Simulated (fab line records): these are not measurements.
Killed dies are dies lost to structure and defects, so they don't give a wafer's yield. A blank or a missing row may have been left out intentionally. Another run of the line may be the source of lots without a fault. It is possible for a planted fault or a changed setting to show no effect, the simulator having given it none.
One fault seen from 2 desks :: flow sky130 :: what lay behind the numbers comes last; until then each desk has only its own

DESK OF THE TOOL OWNER: cmp-01
The tool's own readings at SKY_FIELD_ISO_CMP_27 (polishes, stops on Si3N4, t overpolish 16 s, target thk 457.8 nm): means of the sampled wafers that have a number, for each lot that ran on this tool. Any lot whose mean is over 4 standard deviations away from the usual mean is out of limits and marked OUT; that distance is given in the brackets.
Columns: A = motor current A at SKY_FIELD_ISO_CMP_27, usual 12.0 A; B = overpolish run s at SKY_FIELD_ISO_CMP_27, usual 15.999 s; C = platen rpm at SKY_FIELD_ISO_CMP_27, usual 60.01 rpm; D = slurry flow ml min at SKY_FIELD_ISO_CMP_27, usual 149.9; E = time to endpoint s at SKY_FIELD_ISO_CMP_27, usual 111 s
lot: L200
first seen here: day 2 11:50
A: 11.1
B: 16.000
C: 59.98
D: 150.1
E: 112

lot: L201
first seen here: day 2 18:38
A: 12.3
B: 16.001
C: 59.98
D: 149.7
E: 114

lot: L205
first seen here: day 3 11:44
A: 11.6
B: 16.010
C: 60.04
D: 150.1
E: 110

lot: L206
first seen here: day 3 18:31
A: 13.1
B: 15.998
C: 60.04
D: 149.9
E: 115

lot: L216
first seen here: day 5 20:28
A: 11.5
B: 15.993
C: 59.99
D: 150.2
E: 91 (-6.1) OUT
This desk's verdict: out of limits on L216, starting with L216 at day 5 20:28 (time to endpoint s at SKY_FIELD_ISO_CMP_27). Within limits: L200, L201, L205, L206.

THE METROLOGY DESK
Lot by lot, what the gauges showed, no matter which tool ran the lot: averages of those sampled wafers that carry a number. Any lot whose mean is over 4 standard deviations away from the usual mean is out of limits and marked OUT; that distance is given in the brackets.
Columns: A = PWDE_RS at SKY_NWELL_RS_MEAS_31, usual 5274 ohm/sq; B = cd nm at SKY_VT_ADJUST_HVTP_CD_MEAS_07, usual 380.8 nm
lot: L200
first seen here: day 5 10:34
A: 5268
B: 380.2

lot: L201
first seen here: day 5 17:33
A: 5280
B: 381.8

lot: L202
first seen here: day 5 21:26
A: 5262
B: 382.3

lot: L203
first seen here: day 6 01:25
A: 5287
B: 380.4

lot: L204
first seen here: day 6 05:15
A: 5285
B: 381.1

lot: L205
first seen here: day 6 15:29
A: 5271
B: 384.6

lot: L206
first seen here: day 6 20:20
A: 5283
B: 380.5

lot: L216
first seen here: day 9 06:34
A: 5264
B: 383.5

lot: L219
first seen here: day 9 22:04
A: 5270
B: 380.6
Finding of this desk: none of the 9 lots has anything out of limits.

BROUGHT TOGETHER
On L216, at day 5 20:28, an alarm was possible from the tool owner's desk.
Nothing out of limits was seen by the metrology desk.
The metrology desk has L216 on record, within its limits.
Every lot named ran SKY_FIELD_ISO_CMP_27 on cmp-01.

WHAT THE SIMULATOR HAD PUT IN
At SKY_FIELD_ISO_CMP_27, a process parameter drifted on cmp-01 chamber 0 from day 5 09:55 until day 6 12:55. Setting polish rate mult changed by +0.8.
Lots struck among those shown: L216.
Delay in hours, fault start to first out-of-limits reading, by desk: the tool owner's desk at 11.
